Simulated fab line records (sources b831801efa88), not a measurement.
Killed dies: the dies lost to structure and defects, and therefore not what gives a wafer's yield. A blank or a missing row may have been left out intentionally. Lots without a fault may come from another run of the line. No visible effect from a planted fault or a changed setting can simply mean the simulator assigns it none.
Which of the tools did it?    flow sky130    Sampling: 10 lots, 30 wafers, 6 of 708 route steps

## WHAT THE GAUGES READ, wafer by wafer
The record lacks any reading of a measuring or inspecting step that a usual standard deviation could be used to judge.

## EACH LOT AND THE TOOL THAT RAN IT (in order: tool; ch and the chambers of the sampled wafers; start)
lot   SKY_VIA1_ETCH_15                    SKY_METAL2_METAL_ETCH_19           SKY_VIA2_ETCH_15                    SKY_VIA2_STRIP_16                     SKY_VIA2_CMP_24                SKY_PAD_OPEN_PROBE_99
L102  rie_diel-04 ch 0,1,2, day 33 19:18  rie_metal-01 ch 0,1, day 35 02:26  rie_diel-02 ch 0,2,3, day 36 05:07  plasma_asher-02 ch 0,1, day 36 05:11  cmp-01 ch 0,2,3, day 36 06:08  -
L104  rie_diel-03 ch 0,2,3, day 34 14:37  rie_metal-01 ch 1, day 35 18:59    rie_diel-03 ch 0,1,3, day 36 19:34  plasma_asher-01 ch 0,1, day 36 19:38  cmp-02 ch 0,1,2, day 36 20:35  -
L105  rie_diel-04 ch 0,1,2, day 35 15:55  rie_metal-01 ch 0, day 36 17:38    rie_diel-04 ch 0,2, day 37 21:17    plasma_asher-01 ch 0,1, day 37 21:21  cmp-01 ch 0,1,3, day 37 22:28  -
L110  rie_diel-04 ch 0,1,3, day 36 18:42  rie_metal-01 ch 0,1, day 37 22:31  rie_diel-02 ch 0,2,3, day 39 01:37  plasma_asher-01 ch 0,1, day 39 01:41  cmp-01 ch 1,2, day 39 02:41    prober-02, day 47 21:55
L111  rie_diel-01 ch 0,1,2, day 37 03:06  rie_metal-02 ch 0,1, day 38 06:49  rie_diel-02 ch 1,2, day 39 09:18    plasma_asher-03 ch 0, day 39 09:22    cmp-01 ch 1,2,3, day 39 10:28  -
L114  rie_diel-03 ch 1,3, day 37 20:00    rie_metal-01 ch 0,1, day 38 23:27  rie_diel-04 ch 0,2, day 40 02:05    plasma_asher-03 ch 0,1, day 40 02:09  cmp-01 ch 0,2,3, day 40 03:16  -
L119  rie_diel-03 ch 0,2,3, day 39 04:12  rie_metal-03 ch 0,1, day 40 06:49  rie_diel-03 ch 0,1, day 41 08:10    plasma_asher-01 ch 0,1, day 41 08:16  cmp-02 ch 0,3, day 41 09:11    -
L120  rie_diel-03 ch 0,1, day 40 06:06    rie_metal-02 ch 0,1, day 41 07:59  rie_diel-03 ch 1,2, day 42 08:40    plasma_asher-01 ch 0,1, day 42 08:44  cmp-01 ch 2,3, day 42 09:42    prober-01, day 50 06:27
L122  rie_diel-01 ch 0,2, day 40 19:07    rie_metal-02 ch 0,1, day 41 20:05  rie_diel-02 ch 0,1, day 42 20:42    plasma_asher-03 ch 1, day 42 20:46    cmp-01 ch 0,1,2, day 42 21:49  -
L123  rie_diel-04 ch 1,2, day 41 00:13    rie_metal-02 ch 0,1, day 42 01:34  rie_diel-04 ch 0,3, day 43 02:14    plasma_asher-01 ch 0,1, day 43 02:18  cmp-02 ch 2,3, day 43 03:19    -
- SKY_VIA1_ETCH_15: etches SiO2 in C4F8/O2/Ar, stops on TiN, target depth 351 nm, time 54 s.
- SKY_METAL2_METAL_ETCH_19: etches the open film in Cl2/BCl3, stops on SiO2, target depth 360 nm, time 78 s.
- SKY_VIA2_ETCH_15: etches SiO2 in C4F8/O2/Ar, stops on TiN, target depth 546 nm, time 84 s.
- SKY_VIA2_STRIP_16: strips in O2/N2.
- SKY_VIA2_CMP_24: polishes, stops on SiO2, t overpolish 20 s, target thk 0 nm.
- SKY_PAD_OPEN_PROBE_99

## AS READ BY THE TOOLS THEMSELVES (means over the sampled wafers that have a number; for cases with no such wafer, the mark the record gives instead)
SKY_VIA1_ETCH_15. Usual: oes_product_au 0.980 a.u., standard deviation 0.0065; rf_fwd_power_W 1487 W, standard deviation 5.
lot   tool         oes_product_au (a.u.)  rf_fwd_power_W (W)  flag
L102  rie_diel-04  0.975                  1490                
L104  rie_diel-03  0.978                  1480                
L105  rie_diel-04  0.975                  1489                
L110  rie_diel-04  0.975                  1489                
L111  rie_diel-01  0.982                  1488                
L114  rie_diel-03  0.975                  1490                
L119  rie_diel-03  0.980                  1482                
L120  rie_diel-03  0.980                  1487                
L122  rie_diel-01  0.988                  1486                
L123  rie_diel-04  0.979                  1487                

SKY_METAL2_METAL_ETCH_19. Usual: drypump_motor_current_A 6.0 A, standard deviation 0.49; oes_product_au 0.854 a.u., standard deviation 0.0057; rf_fwd_power_W 895.3 W, standard deviation 2.8; throttle_valve_pct 22.265 %, standard deviation 0.01.
lot   tool          drypump_motor_current_A (A)  oes_product_au (a.u.)  rf_fwd_power_W (W)  throttle_valve_pct (%)  flag
L102  rie_metal-01  6.4                          0.856                  895.1               22.276                  
L104  rie_metal-01  6.5                          0.851                  895.8               22.261                  
L105  rie_metal-01  6.4                          0.853                  894.0               22.263                  
L110  rie_metal-01  6.4                          0.853                  897.1               22.260                  
L111  rie_metal-02  5.5                          0.858                  898.4               22.265                  
L114  rie_metal-01  6.5                          0.853                  895.5               22.269                  
L119  rie_metal-03  5.7                          0.857                  892.9               22.263                  
L120  rie_metal-02  5.5                          0.853                  895.1               22.256                  
L122  rie_metal-02  5.3                          0.851                  894.6               22.259                  
L123  rie_metal-02  5.3                          0.851                  894.4               22.264                  

SKY_VIA2_ETCH_15. Usual: oes_product_au 0.941 a.u., standard deviation 0.0042; rf_fwd_power_W 1490 W, standard deviation 5.3.
lot   tool         oes_product_au (a.u.)  rf_fwd_power_W (W)  flag
L102  rie_diel-02  0.939                  1486                
L104  rie_diel-03  0.938                  1490                
L105  rie_diel-04  0.939                  1488                
L110  rie_diel-02  0.946                  1487                
L111  rie_diel-02  0.947                  1491                
L114  rie_diel-04  0.942                  1482                
L119  rie_diel-03  0.938                  1496                
L120  rie_diel-03  0.945                  1495                
L122  rie_diel-02  0.939                  1490                
L123  rie_diel-04  0.943                  1487                

SKY_VIA2_STRIP_16. Usual: drypump_motor_current_A 5.6 A, standard deviation 0.45; o2_flow_sccm 3001 sccm, standard deviation 8.7; oes_product_au 0.399 a.u., standard deviation 0.0047; strip_time_to_endpoint_s 4.055 s, standard deviation 0.023.
lot   tool             drypump_motor_current_A (A)  o2_flow_sccm (sccm)  oes_product_au (a.u.)  strip_time_to_endpoint_s (s)  flag
L102  plasma_asher-02  6.3                          3014                 0.400                  4.052                         
L104  plasma_asher-01  5.4                          2991                 0.404                  4.066                         
L105  plasma_asher-01  5.2                          2999                 0.398                  4.081                         
L110  plasma_asher-01  5.2                          2990                 0.369                  3.402                         OFF
L111  plasma_asher-03  5.4                          3002                 0.369                  3.371                         OFF
L114  plasma_asher-03  5.4                          3008                 0.400                  4.074                         
L119  plasma_asher-01  5.5                          2999                 0.404                  4.072                         
L120  plasma_asher-01  5.5                          3000                 0.400                  4.051                         
L122  plasma_asher-03  5.3                          2995                 0.395                  4.044                         
L123  plasma_asher-01  5.4                          2997                 0.405                  4.082                         

SKY_VIA2_CMP_24. Usual: motor_current_A 11.9 A, standard deviation 0.97; retaining_ring_pressure_frac 1.000, standard deviation 0.0055.
lot   tool    motor_current_A (A)  retaining_ring_pressure_frac  flag
L102  cmp-01  12.0                 1.003                         
L104  cmp-02  11.9                 1.003                         
L105  cmp-01  12.7                 0.996                         
L110  cmp-01  11.6                 0.998                         
L111  cmp-01  12.4                 0.996                         
L114  cmp-01  12.1                 0.999                         
L119  cmp-02  10.5                 1.000                         
L120  cmp-01  11.4                 1.000                         
L122  cmp-01  12.4                 1.001                         
L123  cmp-02  11.7                 1.004                         

SKY_PAD_OPEN_PROBE_99. Usual: defect_limited_yield 82.3 %, standard deviation 1.9; killed_at_M0_to_M3 44, standard deviation 6.9; killed_at_M4_up 3.0, standard deviation 1.5; killed_at_contacts 24, standard deviation 5.2; killed_at_front_end 15, standard deviation 4.1; killed_at_other 0.4, standard deviation 0.62; killed_dies 87, standard deviation 9.6; killed_open 47, standard deviation 7; killed_short 40, standard deviation 6.2; sort_bin_3_pad_short 0.9 %, standard deviation 0.43; sort_bin_5_function 10.5 %, standard deviation 1.4; sort_bin_6_memory 6.4 %, standard deviation 1.2; sort_n_pass 405, standard deviation 9.6; sort_yield_pct 82.3 %, standard deviation 1.9.
lot   tool       defect_limited_yield (%)  killed_at_M0_to_M3  killed_at_M4_up  killed_at_contacts  killed_at_front_end  killed_at_other  killed_dies  killed_open  killed_short  sort_bin_3_pad_short (%)  sort_bin_5_function (%)  sort_bin_6_memory (%)  sort_n_pass  sort_yield_pct (%)  flag
L110  prober-02  82.3                      45                  3.3              28                  10                   0.3              87           49           38            1.2                       10.2                     6.2                    405          82.3                
L120  prober-01  83.1                      43                  3.7              21                  15                   1.0              83           42           40            1.0                       9.7                      6.2                    409          83.1                

## THE ANSWER, worked out from the rows above alone
Rule: a lot counts as off when the mean over its wafers that have a number is more than 3 standard deviations away from the usual mean. Also off: a lot with no number at a reading for which 4 or more lots have one. All remaining lots with rows at the step are treated as sound. First the gauges in route order, then the tools' own readings, where a lot's mean is used as printed above. The first step at which some lot is off is used, and at that step the reading that is off furthest; a lot without a number counts as furthest.
Off: L110, L111 (SKY_VIA2_STRIP_16, strip_time_to_endpoint_s).
If a tool, at that step or one of the process steps before it, ran each lot that is off and ran no sound lot following the first of them, it fits. No candidate that was tried fits.

## WHAT HAD BEEN PUT IN BY THE SIMULATOR
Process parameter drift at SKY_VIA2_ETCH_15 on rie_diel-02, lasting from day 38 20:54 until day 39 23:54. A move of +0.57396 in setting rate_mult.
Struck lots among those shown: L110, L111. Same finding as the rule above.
